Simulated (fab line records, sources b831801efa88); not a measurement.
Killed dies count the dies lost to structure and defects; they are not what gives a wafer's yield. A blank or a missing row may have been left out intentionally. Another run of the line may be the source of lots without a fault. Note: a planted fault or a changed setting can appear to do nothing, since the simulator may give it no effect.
fab line records    flow sky130
record: lots: 10  wafers: 30  last-day: 50
route steps=708 shown METAL1@452 VIA1@472 METAL2@483 PAD_OPEN@708
lots untouched by any fault: they come from a run of this same line in which no faults occurred
start-h: hours from the record's first day to the start of the lot's first wafer shown    wait-h: hours since the lot's step before    " repeats the value in the row above    L1.1+2: one row covering several wafers at once    - no value, or no start was given    * or withheld: withheld    < > ~ a bound
route shown NAME@n: a module of which the file shows steps, and the number in the route of the first    usual: the fault-free wafers' mean and standard deviation    same: alike in all rows    chamber/n: place in a boat    sites: readings site by site    _std_site: standard deviation across them    _edge_site: inner sites' mean taken away from outer sites' mean    radius-mm: how far each site lies from the wafer's centre    mask NAME#n: copy n    behind: the last tool/chamber to shape the wafer    hold: why the lot went on hold/how many hours it stayed there/how the hold came to an end    device: which transistor (n, p or np) failed to switch    end of line: the tests these same wafers got at the end of their route    a step without rows: its recipe alone    killed: dies that structure and defects cost at the first sort, which is not the same as the wafer's yield    map: the dies of a wafer, with x for killed, . for not killed, _ for no die there
set.NAME: the run value of the setting; set.NAME@STEP: its run value at that earlier step    model.NAME: the simulator's own value behind a step, which no gauge read
one table for each step of the route and one row for each wafer, over a sample of lots
services: a tool's chamber out of use, with start hour (start-h, from the record's first day; less than 0 if before it), hours out, and reason
== steps ==
step: SKY_METAL1_ETCH_18
recipe: chemistry: N2/H2  target: BARC  ion-energy-ev: 200  bias-w: 100  pressure-mtorr: 30  n2-flow-sccm: 100  h2-flow-sccm: 200  icp-w: 500  stop-on: SiO2  time-s: 45.9  target-depth-a: 600
usual: drypump-motor-current-A: 6.0/0.47  oes-product-au: 0.855/0.0051  rf-fwd-power-W: 495.2/2  throttle-valve-pct: 13.224/0.0091
lot.wafer  tool          chamber  start-h  wait-h  drypump-motor-current-A  oes-product-au  rf-fwd-power-W  rf-hours-counter-h  throttle-valve-pct
L576.1     rie-metal-03  0        799.02   0.0     6.6                      0.855           493.9           10                  13.220
L576.4     "             0        "        "       6.5                      0.859           495.8           -                   13.236
L576.5     "             0        "        "       6.6                      0.857           492.5           -                   13.226
L578.1     rie-metal-01  0        818.84   0.0     5.9                      0.855           494.4           3                   13.219
L578.4     "             1        "        "       5.2                      0.849           497.9           -                   13.225
L578.5     "             0        "        "       5.9                      0.866           495.5           -                   13.210
L579.1     rie-metal-02  0        835.00   0.0     6.4                      0.863           492.9           8                   13.220
L579.4     "             1        "        "       6.2                      0.850           496.7           -                   13.214
L579.6     "             0        "        "       6.4                      0.855           495.2           -                   13.220
L581.2     rie-metal-01  1        835.79   0.0     5.2                      0.851           499.5           1                   13.225
L581.3     "             1        "        "       5.2                      0.854           496.9           -                   13.227
L581.6     "             0        "        "       5.9                      0.854           495.6           -                   13.224
L582.1     rie-metal-03  1        841.30   0.0     5.7                      0.854           496.4           14                  13.223
L582.2     "             0        "        "       6.5                      0.852           492.9           12                  13.224
L582.6     "             1        "        "       5.7                      0.861           493.7           -                   13.240
L585.1     rie-metal-03  0        886.13   0.1     6.6                      0.856           495.2           14                  13.215
L585.4     "             0        "        "       6.6                      0.840           492.5           -                   13.215
L585.6     "             0        "        "       6.6                      0.851           492.2           -                   13.218
L584.1     rie-metal-02  0        886.74   0.0     6.4                      0.862           491.9           10                  13.237
L584.5     "             0        "        "       6.4                      0.857           494.2           -                   13.238
L584.6     "             1        "        "       6.1                      0.854           498.0           -                   13.209
L589.3     rie-metal-01  0        891.36   0.0     5.9                      0.853           494.1           -                   13.221
L589.4     "             1        "        "       5.2                      0.856           496.5           -                   13.227
L589.5     "             0        "        "       5.9                      0.859           492.8           -                   13.219
L590.2     rie-metal-03  0        892.55   0.1     6.6                      0.864           494.7           -                   13.217
L590.4     "             0        "        "       6.6                      0.849           494.3           -                   13.223
L590.5     "             0        "        "       6.5                      0.851           494.3           -                   13.227
L595.1     rie-metal-02  0        925.89   0.0     6.4                      0.856           491.5           11                  13.216
L595.3     "             1        "        "       6.1                      0.846           495.1           -                   13.220
L595.5     "             0        "        "       6.4                      0.852           491.8           -                   13.245
step: SKY_VIA1_ETCH_14
recipe: chemistry: N2/H2  target: BARC  ion-energy-ev: 200  source-w: 500  bias-w: 100  pressure-mtorr: 30  n2-flow-sccm: 100  h2-flow-sccm: 200  stop-on: SiO2  time-s: 45.9  target-depth-a: 600
usual: drypump-motor-current-A: 5.7/0.57  oes-product-au: 0.855/0.0051  rf-fwd-power-W: 495.6/2  throttle-valve-pct: 13.226/0.0098
lot.wafer  tool         chamber  start-h  wait-h  drypump-motor-current-A  oes-product-au  rf-fwd-power-W  rf-hours-counter-h  throttle-valve-pct
L576.1     rie-diel-04  0        827.29   0.0     6.3                      0.863           495.7           8                   13.233
L576.4     "            3        "        "       5.5                      0.859           494.0           6                   13.213
L576.5     "            1        "        "       5.7                      0.849           493.1           -                   13.228
L578.1     rie-diel-01  0        846.64   0.0     6.1                      0.855           497.1           19                  13.222
L578.4     "            1        "        "       6.0                      0.849           495.3           3                   13.214
L578.5     "            2        "        "       6.4                      0.855           495.7           -                   13.235
L579.1     rie-diel-01  3        862.95   0.0     6.0                      0.851           497.1           7                   13.222
L579.4     "            2        "        "       6.3                      0.853           496.3           1                   13.210
L579.6     "            3        "        "       6.0                      0.857           497.8           -                   13.229
L581.2     rie-diel-04  3        863.32   0.0     5.5                      0.851           491.8           7                   13.236
L581.3     "            1        "        "       5.7                      0.856           494.7           12                  13.229
L581.6     "            0        "        "       6.3                      0.856           497.8           -                   13.237
L582.1     rie-diel-01  0        868.97   0.0     6.1                      0.847           495.6           19                  13.236
L582.2     "            2        "        "       6.3                      0.853           493.3           1                   13.219
L582.6     "            3        "        "       6.0                      0.858           495.6           -                   13.236
L585.1     rie-diel-04  0        913.30   0.0     6.3                      0.857           492.7           11                  13.212
L585.4     "            1        "        "       5.7                      0.850           496.7           13                  13.244
L585.6     "            0        "        "       6.4                      0.852           495.1           -                   13.227
L584.1     rie-diel-02  3        913.54   0.0     5.5                      0.855           495.3           14                  13.225
L584.5     "            3        "        "       5.5                      0.842           494.6           -                   13.222
L584.6     "            2        "        "       4.7                      0.844           496.5           -                   13.247
L589.3     rie-diel-01  1        917.70   0.0     6.0                      0.849           575.5           5                   13.217
L589.4     "            2        "        "       6.3                      0.861           573.1           2                   13.211
L589.5     "            2        "        "       6.4                      0.858           570.4           -                   13.230
L590.2     rie-diel-01  0        919.34   0.0     6.1                      0.857           576.8           20                  13.233
L590.4     "            3        "        "       6.0                      0.844           574.2           8                   13.217
L590.5     "            0        "        "       6.1                      0.874           578.1           -                   13.239
L595.1     rie-diel-02  3        951.42   0.0     5.6                      0.856           493.1           15                  13.219
L595.3     "            0        "        "       4.8                      0.856           499.3           4                   13.223
L595.5     "            0        "        "       4.8                      0.856           499.6           -                   13.212
step: SKY_VIA1_STRIP_16
recipe: chemistry: O2/N2  power-w: 1400  pressure-mtorr: 1500  platen-temp-c: withheld  o2-flow-sccm: 3000  n2-flow-sccm: 300  overash-fraction: 0.5
usual: drypump-motor-current-A: 5.6/0.41  oes-product-au: 0.416/0.0047  strip-time-to-endpoint-s: 4.466/0.022
lot.wafer  tool             chamber  start-h  wait-h  drypump-motor-current-A  oes-product-au  rf-hours-counter-h  strip-time-to-endpoint-s
L576.1     plasma-asher-03  1        827.37   0.0     6.0                      0.417           71                  4.467
L576.4     "                0        "        "       5.3                      0.423           -                   4.437
L576.5     "                1        "        "       5.9                      0.401           -                   4.438
L578.1     plasma-asher-02  1        846.72   0.0     5.4                      0.425           40                  4.485
L578.4     "                1        "        "       5.4                      0.413           -                   4.488
L578.5     "                1        "        "       5.3                      0.415           -                   4.447
L579.1     plasma-asher-02  1        863.04   0.0     5.3                      0.424           42                  4.454
L579.4     "                0        "        "       5.1                      0.409           -                   4.422
L579.6     "                0        "        "       5.1                      0.415           -                   4.440
L581.2     plasma-asher-04  1        863.41   0.0     6.2                      0.413           103                 4.453
L581.3     "                0        "        "       6.1                      0.415           -                   4.486
L581.6     "                1        "        "       6.2                      0.424           -                   4.481
L582.1     plasma-asher-04  0        869.06   0.0     6.1                      0.421           104                 4.441
L582.2     "                1        "        "       6.2                      0.413           104                 4.452
L582.6     "                1        "        "       6.2                      0.412           -                   4.435
L585.1     plasma-asher-04  0        913.39   0.0     6.2                      0.420           108                 4.474
L585.4     "                0        "        "       6.1                      0.419           -                   4.482
L585.6     "                0        "        "       6.2                      0.409           -                   4.463
L584.1     plasma-asher-03  1        913.62   0.0     5.9                      0.413           80                  4.484
L584.5     "                0        "        "       5.3                      0.418           -                   4.486
L584.6     "                1        "        "       5.9                      0.417           -                   4.507
L589.3     plasma-asher-04  0        917.83   0.1     6.2                      0.413           -                   4.398
L589.4     "                1        "        "       6.1                      0.417           -                   4.394
L589.5     "                1        "        "       6.1                      0.414           -                   4.378
L590.2     plasma-asher-04  0        919.42   0.0     6.1                      0.418           109                 4.392
L590.4     "                1        "        "       6.2                      0.415           -                   4.396
L590.5     "                0        "        "       6.1                      0.418           -                   4.398
L595.1     plasma-asher-02  0        951.51   0.0     5.1                      0.418           51                  4.463
L595.3     "                0        "        "       5.1                      0.418           -                   4.478
L595.5     "                1        "        "       5.4                      0.420           -                   4.460
step: SKY_VIA1_THK_MEAS_23
recipe: thk-meas-gauge: xrf  reads: W_of_VIA1_CVD_21
usual: VIA1_W_THK: 269/3.2
lot.wafer  tool           chamber  start-h  wait-h  VIA1_W_THK[nm]
L576.1     film-metro-03  -        828.28   0.1     268
L576.4     "              -        "        "       267
L576.5     "              -        "        "       266
L578.1     film-metro-01  -        847.59   0.1     273
L578.4     "              -        "        "       269
L578.5     "              -        "        "       264
L579.1     film-metro-03  -        863.91   0.1     267
L579.4     "              -        "        "       268
L579.6     "              -        "        "       266
L581.2     film-metro-02  -        864.32   0.1     269
L581.3     "              -        "        "       269
L581.6     "              -        "        "       270
L582.1     film-metro-03  -        869.96   0.1     271
L582.2     "              -        "        "       272
L582.6     "              -        "        "       270
L585.1     film-metro-03  -        914.26   0.1     270
L585.4     "              -        "        "       267
L585.6     "              -        "        "       270
L584.1     film-metro-01  -        914.92   0.1     267
L584.5     "              -        "        "       265
L584.6     "              -        "        "       268
L589.3     film-metro-02  -        919.02   0.1     264
L589.4     "              -        "        "       266
L589.5     "              -        "        "       267
L590.2     film-metro-03  -        920.30   0.1     269
L590.4     "              -        "        "       268
L590.5     "              -        "        "       273
L595.1     film-metro-03  -        952.37   0.1     271
L595.3     "              -        "        "       269
L595.5     "              -        "        "       272
step: SKY_METAL2_SPUTTER_00
recipe: material: Ti  target-thk-nm: 15  power-w: 3000  time-s: 10  chamber-pressure-pa: 0.4
usual: throttle-valve-pct: 29.6/1.1
lot.wafer  tool            chamber  start-h  wait-h  throttle-valve-pct
L576.1     pvd-sputter-01  -        828.64   0.1     31.5
L576.4     "               -        "        "       28.3
L576.5     "               -        "        "       31.1
L578.1     pvd-sputter-01  -        847.95   0.1     30.6
L578.4     "               -        "        "       28.3
L578.5     "               -        "        "       30.3
L579.1     pvd-sputter-04  -        864.27   0.1     28.5
L579.4     "               -        "        "       28.9
L579.6     "               -        "        "       30.1
L581.2     pvd-sputter-04  -        864.67   0.2     30.2
L581.3     "               -        "        "       29.6
L581.6     "               -        "        "       29.6
L582.1     pvd-sputter-01  -        870.32   0.1     30.2
L582.2     "               -        "        "       31.3
L582.6     "               -        "        "       31.3
L585.1     pvd-sputter-02  -        915.08   0.2     29.5
L585.4     "               -        "        "       31.3
L585.6     "               -        "        "       29.5
L584.1     pvd-sputter-04  -        915.38   0.2     28.7
L584.5     "               -        "        "       29.1
L584.6     "               -        "        "       29.9
L589.3     pvd-sputter-04  -        919.36   0.2     28.4
L589.4     "               -        "        "       29.8
L589.5     "               -        "        "       28.5
L590.2     pvd-sputter-01  -        920.65   0.1     31.4
L590.4     "               -        "        "       28.4
L590.5     "               -        "        "       28.5
L595.1     pvd-sputter-02  -        952.73   0.1     29.0
L595.3     "               -        "        "       29.5
L595.5     "               -        "        "       31.3
step: SKY_PAD_OPEN_PROBE_99
usual: defect-limited-yield: 82.4/2.1  killed_at_M0_to_M3: 44/7.4  killed_at_M4_up: 3.2/2  killed-at-contacts: 24/5.1  killed-at-front-end: 15/4.8  killed-at-other: 0.2/0.46  killed-dies: 86/10  killed-open: 47/7.5  killed-short: 39/7  sort_bin_3_pad_short: 0.9/0.4  sort_bin_5_function: 10.4/1.5  sort_bin_6_memory: 6.3/1.2  sort-n-pass: 406/10  sort-yield-pct: 82.4/2.1
same: gross-dies: 492  killed-at-back-side: 0  sort_bin_4_leakage[%]: 0  sort_bin_8_speed[%]: 0
lot.wafer  tool       chamber  start-h  wait-h  defect-limited-yield[%]  killed_at_M0_to_M3  killed_at_M4_up  killed-at-contacts  killed-at-front-end  killed-at-other  killed-dies  killed-open  killed-short  sort_bin_3_pad_short[%]  sort_bin_5_function[%]  sort_bin_6_memory[%]  sort-n-pass  sort-yield-pct[%]
L576.1     prober-01  -        1101.83  0.1     86.4                     26                  7                23                  11                   0                67           32           35            0.8                      8.9                     3.9                   425          86.4
L576.4     prober-01  -        1101.98  0.2     82.5                     46                  1                23                  16                   0                86           55           31            0.8                      11.6                    5.1                   406          82.5
L576.5     prober-01  -        1102.03  0.2     82.5                     42                  3                26                  15                   0                86           45           41            1.4                      10.0                    6.1                   406          82.5
L578.1     prober-02  -        1117.70  0.1     82.7                     49                  7                23                  6                    0                85           43           42            1.2                      10.6                    5.5                   407          82.7
L578.4     prober-02  -        1117.85  0.2     81.5                     54                  3                20                  14                   0                91           47           43            1.0                      11.2                    6.3                   401          81.5
L578.5     prober-02  -        1117.90  0.2     79.5                     53                  9                26                  12                   1                101          50           51            1.4                      13.6                    5.5                   391          79.5
L579.1     prober-01  -        1128.77  0.1     84.8                     41                  3                20                  11                   0                75           37           38            1.0                      8.7                     5.5                   417          84.8
L579.4     prober-01  -        1128.92  0.2     81.3                     42                  4                32                  14                   0                92           47           45            1.2                      10.4                    7.1                   400          81.3
L579.6     prober-01  -        1129.02  0.2     85.8                     39                  3                12                  16                   0                70           41           29            0.6                      8.9                     4.7                   422          85.8
L581.2     prober-02  -        1130.23  0.1     82.5                     51                  5                24                  6                    0                86           36           47            0.4                      11.2                    5.9                   406          82.5
L581.3     prober-02  -        1130.28  0.2     82.9                     42                  2                27                  11                   2                84           38           44            1.6                      10.8                    4.7                   408          82.9
L581.6     prober-02  -        1130.43  0.2     82.9                     39                  6                28                  11                   0                84           41           43            1.6                      10.0                    5.5                   408          82.9
L582.1     prober-01  -        1135.73  0.1     82.5                     36                  3                23                  24                   0                86           49           37            0.8                      10.2                    6.5                   406          82.5
L582.2     prober-01  -        1135.78  0.1     83.1                     41                  2                22                  18                   0                83           49           34            0.8                      8.9                     7.1                   409          83.1
L582.6     prober-01  -        1135.98  0.2     82.3                     40                  4                20                  23                   0                87           46           41            0.6                      11.8                    5.3                   405          82.3
L585.1     prober-01  -        1166.98  0.1     80.7                     47                  5                31                  12                   0                95           44           51            1.2                      10.2                    7.9                   397          80.7
L585.4     prober-01  -        1167.13  0.2     87.6                     33                  2                17                  9                    0                61           36           22            1.0                      6.5                     4.9                   431          87.6
L585.6     prober-01  -        1167.23  0.2     83.3                     44                  4                18                  15                   1                82           47           35            0.4                      8.7                     7.5                   410          83.3
L584.1     prober-02  -        1167.29  0.1     82.5                     48                  2                20                  16                   0                86           50           35            0.8                      10.6                    6.1                   406          82.5
L584.5     prober-02  -        1167.49  0.2     84.6                     37                  0                24                  15                   0                76           38           37            0.6                      8.7                     6.1                   416          84.6
L584.6     prober-02  -        1167.54  0.2     82.9                     43                  0                19                  22                   0                84           40           43            0.6                      10.0                    6.5                   408          82.9
L589.3     prober-02  -        1170.81  0.2     85.0                     42                  1                23                  8                    0                74           35           39            1.0                      9.1                     4.9                   418          85.0
L589.4     prober-02  -        1170.86  0.2     82.9                     44                  2                22                  16                   0                84           34           50            0.6                      8.3                     8.1                   408          82.9
L589.5     prober-02  -        1170.91  0.2     82.9                     49                  3                20                  12                   0                84           46           38            0.2                      11.8                    5.1                   408          82.9
L590.2     prober-02  -        1173.49  0.1     86.2                     36                  1                21                  10                   0                68           48           20            0.6                      9.1                     4.1                   424          86.2
L590.4     prober-02  -        1173.59  0.2     82.5                     37                  5                29                  15                   0                86           33           53            0.8                      11.0                    5.7                   406          82.5
L590.5     prober-02  -        1173.64  0.2     80.1                     34                  1                41                  22                   0                98           57           41            0.8                      12.2                    6.9                   394          80.1
L595.1     prober-01  -        1193.35  0.1     79.5                     57                  6                27                  11                   0                101          58           43            1.0                      11.6                    7.9                   391          79.5
L595.3     prober-01  -        1193.45  0.2     81.1                     41                  4                35                  13                   0                93           47           46            0.6                      12.2                    6.1                   399          81.1
L595.5     prober-01  -        1193.55  0.2     79.7                     55                  2                23                  20                   0                100          52           48            1.4                      13.6                    5.3                   392          79.7
killed by level:class
L576.1 LI_CONTACT:geometric-particle:open=7 CONTACT:geometric-particle:short=5 METAL1:geometric-particle:short=5 METAL4:geometric-particle:short=5 POLY_GATE:geometric-particle:open=4 LOCAL_INTERCONNECT:geometric-particle:short=4 CONTACT:geometric-particle:open=4 VIA1:geometric-particle:open=4
L576.4 VIA2:geometric-particle:open=10 CONTACT:geometric-particle:open=9 LI_CONTACT:geometric-particle:open=8 METAL1:geometric-particle:short=7 VIA1:geometric-particle:open=6 VIA3:geometric-particle:open=6 METAL1:geometric-particle:open=5 VIA1:geometric-particle:short=5
L576.5 CONTACT:geometric-particle:open=12 VIA2:geometric-particle:open=11 POLY_GATE:geometric-particle:short=7 VIA1:geometric-particle:open=7 METAL2:geometric-particle:short=6 CONTACT:geometric-particle:short=5 VIA1:geometric-particle:short=5 POLY_GATE:geometric-particle:open=4
L578.1 VIA2:geometric-particle:open=11 CONTACT:geometric-particle:open=10 VIA1:geometric-particle:open=10 LOCAL_INTERCONNECT:geometric-particle:short=7 METAL4:geometric-particle:short=7 VIA1:geometric-particle:short=6 METAL2:geometric-particle:short=5 LI_CONTACT:geometric-particle:open=4
L578.4 VIA3:geometric-particle:open=12 VIA1:geometric-particle:open=11 VIA2:geometric-particle:open=8 LOCAL_INTERCONNECT:geometric-particle:short=6 CONTACT:geometric-particle:open=6 FIELD_ISO:geometric-particle:short=5 VIA2:geometric-particle:short=5 METAL2:geometric-particle:short=4
L578.5 VIA1:geometric-particle:open=13 VIA2:geometric-particle:open=10 METAL4:geometric-particle:short=9 CONTACT:geometric-particle:open=8 METAL2:geometric-particle:short=8 LI_CONTACT:geometric-particle:open=6 VIA3:geometric-particle:open=6 METAL1:geometric-particle:short=5
L579.1 CONTACT:geometric-particle:open=10 METAL2:geometric-particle:short=9 VIA1:geometric-particle:open=8 VIA3:geometric-particle:open=6 POLY_GATE:geometric-particle:short=4 VIA1:geometric-particle:short=4 VIA2:geometric-particle:open=4 FIELD_ISO:geometric-particle:short=3
L579.4 CONTACT:geometric-particle:open=11 LI_CONTACT:geometric-particle:open=8 CONTACT:geometric-particle:short=7 VIA1:geometric-particle:open=6 VIA2:geometric-particle:open=6 METAL2:geometric-particle:short=6 POLY_GATE:geometric-particle:short=5 VIA3:geometric-particle:open=5
L579.6 VIA1:geometric-particle:open=10 CONTACT:geometric-particle:open=6 VIA2:geometric-particle:open=6 FIELD_ISO:geometric-particle:short=5 METAL1:geometric-particle:short=5 METAL3:geometric-particle:short=5 POLY_GATE:geometric-particle:open=4 FIELD_ISO:geometric-particle:open=3
L581.2 VIA1:geometric-particle:open=9 METAL2:geometric-particle:short=9 CONTACT:geometric-particle:open=9 METAL1:geometric-particle:short=9 LI_CONTACT:geometric-particle:open=6 VIA2:geometric-particle:open=6 CONTACT:geometric-particle:short=5 VIA1:geometric-particle:short=5
L581.3 CONTACT:geometric-particle:open=12 METAL1:geometric-particle:short=11 VIA1:geometric-particle:open=8 VIA3:geometric-particle:open=7 LOCAL_INTERCONNECT:geometric-particle:short=6 CONTACT:geometric-particle:short=6 POLY_GATE:geometric-particle:short=5 FIELD_ISO:geometric-particle:short=4
L581.6 LI_CONTACT:geometric-particle:open=9 VIA1:geometric-particle:open=9 CONTACT:geometric-particle:open=8 VIA1:geometric-particle:short=7 METAL2:geometric-particle:short=7 METAL4:geometric-particle:short=5 FIELD_ISO:geometric-particle:short=4 LI_CONTACT:geometric-particle:short=4
L582.1 VIA1:geometric-particle:open=12 FIELD_ISO:geometric-particle:open=8 CONTACT:geometric-particle:open=8 FIELD_ISO:geometric-particle:short=6 VIA2:geometric-particle:open=6 CONTACT:geometric-particle:short=5 POLY_GATE:geometric-particle:open=4 METAL2:geometric-particle:short=4
L582.2 VIA1:geometric-particle:open=13 CONTACT:geometric-particle:open=10 FIELD_ISO:geometric-particle:open=8 FIELD_ISO:geometric-particle:short=7 VIA2:geometric-particle:open=6 VIA1:geometric-particle:short=6 LOCAL_INTERCONNECT:geometric-particle:short=5 LI_CONTACT:geometric-particle:open=3
L582.6 VIA1:geometric-particle:open=9 LI_CONTACT:geometric-particle:open=7 FIELD_ISO:geometric-particle:short=6 METAL1:geometric-particle:short=6 METAL2:geometric-particle:short=6 VIA2:geometric-particle:open=6 CONTACT:geometric-particle:open=5 VIA1:geometric-particle:short=5
L585.1 VIA1:geometric-particle:open=12 LI_CONTACT:geometric-particle:open=10 VIA1:geometric-particle:short=10 CONTACT:geometric-particle:short=7 CONTACT:geometric-particle:open=7 METAL2:geometric-particle:short=5 VIA3:geometric-particle:short=5 METAL3:geometric-particle:short=4
L585.4 VIA1:geometric-particle:open=14 LI_CONTACT:geometric-particle:open=6 CONTACT:geometric-particle:open=5 LOCAL_INTERCONNECT:geometric-particle:short=4 METAL1:geometric-particle:short=4 FIELD_ISO:geometric-particle:open=3 METAL2:geometric-particle:short=3 VIA2:geometric-particle:open=3
L585.6 VIA1:geometric-particle:open=14 CONTACT:geometric-particle:open=7 VIA3:geometric-particle:open=6 LI_CONTACT:geometric-particle:open=4 VIA1:geometric-particle:short=4 METAL1:geometric-particle:short=4 METAL2:geometric-particle:short=4 VIA2:geometric-particle:short=4
L584.1 VIA1:geometric-particle:open=14 CONTACT:geometric-particle:open=8 METAL1:geometric-particle:short=8 VIA2:geometric-particle:open=7 VIA3:geometric-particle:open=6 LI_CONTACT:geometric-particle:open=5 METAL2:geometric-particle:short=5 FIELD_ISO:geometric-particle:open=4
L584.5 VIA2:geometric-particle:open=9 FIELD_ISO:geometric-particle:open=8 LI_CONTACT:geometric-particle:open=7 METAL1:geometric-particle:short=7 LOCAL_INTERCONNECT:geometric-particle:short=6 VIA1:geometric-particle:open=5 METAL2:geometric-particle:short=5 CONTACT:geometric-particle:short=4
L584.6 VIA1:geometric-particle:open=10 CONTACT:geometric-particle:open=8 METAL2:geometric-particle:short=8 METAL1:geometric-particle:short=7 CONTACT:geometric-particle:short=6 VIA1:geometric-particle:short=5 FIELD_ISO:geometric-particle:short=4 FIELD_ISO:geometric-particle:open=4
L589.3 CONTACT:geometric-particle:open=9 CONTACT:geometric-particle:short=8 VIA1:geometric-particle:open=8 METAL2:geometric-particle:short=7 VIA2:geometric-particle:open=5 VIA2:geometric-particle:short=5 METAL3:geometric-particle:short=4 FIELD_ISO:geometric-particle:short=3
L589.4 VIA2:geometric-particle:open=9 METAL2:geometric-particle:short=8 LOCAL_INTERCONNECT:geometric-particle:short=7 CONTACT:geometric-particle:short=6 FIELD_ISO:geometric-particle:short=5 METAL1:geometric-particle:short=5 VIA1:geometric-particle:open=5 LI_CONTACT:geometric-particle:open=4
L589.5 VIA1:geometric-particle:open=11 VIA2:geometric-particle:open=7 VIA2:geometric-particle:short=6 CONTACT:geometric-particle:open=6 LI_CONTACT:geometric-particle:short=5 METAL1:geometric-particle:short=5 LI_CONTACT:geometric-particle:open=4 VIA3:geometric-particle:open=4
L590.2 CONTACT:geometric-particle:open=9 VIA1:geometric-particle:open=9 LI_CONTACT:geometric-particle:open=8 VIA3:geometric-particle:open=7 VIA2:geometric-particle:open=6 METAL2:geometric-particle:short=4 VIA1:geometric-particle:short=4 POLY_GATE:geometric-particle:open=3
L590.4 LOCAL_INTERCONNECT:geometric-particle:short=9 VIA2:geometric-particle:open=7 CONTACT:geometric-particle:open=7 POLY_GATE:geometric-particle:short=6 VIA1:geometric-particle:short=6 LI_CONTACT:geometric-particle:open=6 METAL1:geometric-particle:short=6 FIELD_ISO:geometric-particle:short=5
L590.5 CONTACT:geometric-particle:open=15 LI_CONTACT:geometric-particle:open=9 CONTACT:geometric-particle:short=9 VIA1:geometric-particle:open=8 FIELD_ISO:geometric-particle:open=7 POLY_GATE:geometric-particle:open=5 LOCAL_INTERCONNECT:geometric-particle:short=5 METAL2:geometric-particle:short=5
L595.1 VIA1:geometric-particle:open=12 VIA2:geometric-particle:open=10 CONTACT:geometric-particle:open=8 LI_CONTACT:geometric-particle:open=7 VIA3:geometric-particle:open=7 METAL1:geometric-particle:short=6 VIA2:geometric-particle:short=6 POLY_GATE:geometric-particle:open=5
L595.3 CONTACT:geometric-particle:open=12 VIA1:geometric-particle:open=9 METAL1:geometric-particle:short=7 LI_CONTACT:geometric-particle:short=6 LI_CONTACT:geometric-particle:open=6 LOCAL_INTERCONNECT:geometric-particle:short=5 METAL2:geometric-particle:short=5 VIA2:geometric-particle:short=4
L595.5 VIA1:geometric-particle:open=13 VIA1:geometric-particle:short=9 CONTACT:geometric-particle:open=7 VIA2:geometric-particle:open=7 LOCAL_INTERCONNECT:geometric-particle:short=6 POLY_GATE:geometric-particle:open=5 POLY_GATE:geometric-particle:short=5 METAL1:geometric-particle:short=5
== services ==
tool             chamber  start-h  hours  kind
pvd-sputter-04   -        780.91   9.5    repair
rie-diel-01      1        789.01   3.9    repair
rie-diel-01      -        790.82   2.8    pm
plasma-asher-04  -        791.32   0.8    repair
pvd-sputter-02   -        798.21   108.1  repair
rie-diel-04      3        798.37   5.8    repair
rie-diel-01      2        809.29   -      clean
rie-diel-01      2        809.29   17.2   scheduled-down
rie-diel-01      2        809.29   17.2   vent-cycle
rie-metal-03     -        811.15   1.4    pm
rie-diel-04      1        814.28   2.7    repair
rie-diel-04      -        828.50   0.4    repair
plasma-asher-04  -        829.35   28.1   pm
pvd-sputter-04   3        832.59   -      consumable-replace:kit
pvd-sputter-04   3        832.59   18.0   scheduled-down
rie-diel-02      0        859.79   3.9    repair
pvd-sputter-01   -        862.72   5.0    repair
rie-diel-04      1        864.38   19.1   repair
rie-metal-03     1        871.88   21.5   repair
rie-diel-04      3        892.76   15.7   repair
plasma-asher-04  -        899.44   2.8    pm
rie-metal-03     0        904.62   22.3   repair
rie-metal-03     1        914.71   3.7    repair
rie-metal-02     -        948.00   1.4    pm
== key ==
first-sign: step: SKY_VIA1_ETCH_14  reading: rf-fwd-power-W  direction: up  sigmas: 40  usual: 495.6  struck: 574.7
effect: step: SKY_VIA1_STRIP_16  reading: strip-time-to-endpoint-s  direction: down  sigmas: 3.3  usual: *  struck: *
met-at SKY_VIA1_ETCH_14
struck-lots L589,L590
not-acting-at SKY_METAL1_ETCH_18,SKY_VIA1_THK_MEAS_23,SKY_METAL2_SPUTTER_00
onset-between 868.97 917.70
fault: kind: process-parameter-drift  tool: rie-diel-01  chamber: -  onset-h: 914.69  steps: SKY_VIA1_ETCH_14  channel: source-w  offset: 80  shape: step  end-h: 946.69  acts-in: these-recipes-only  stated: 500
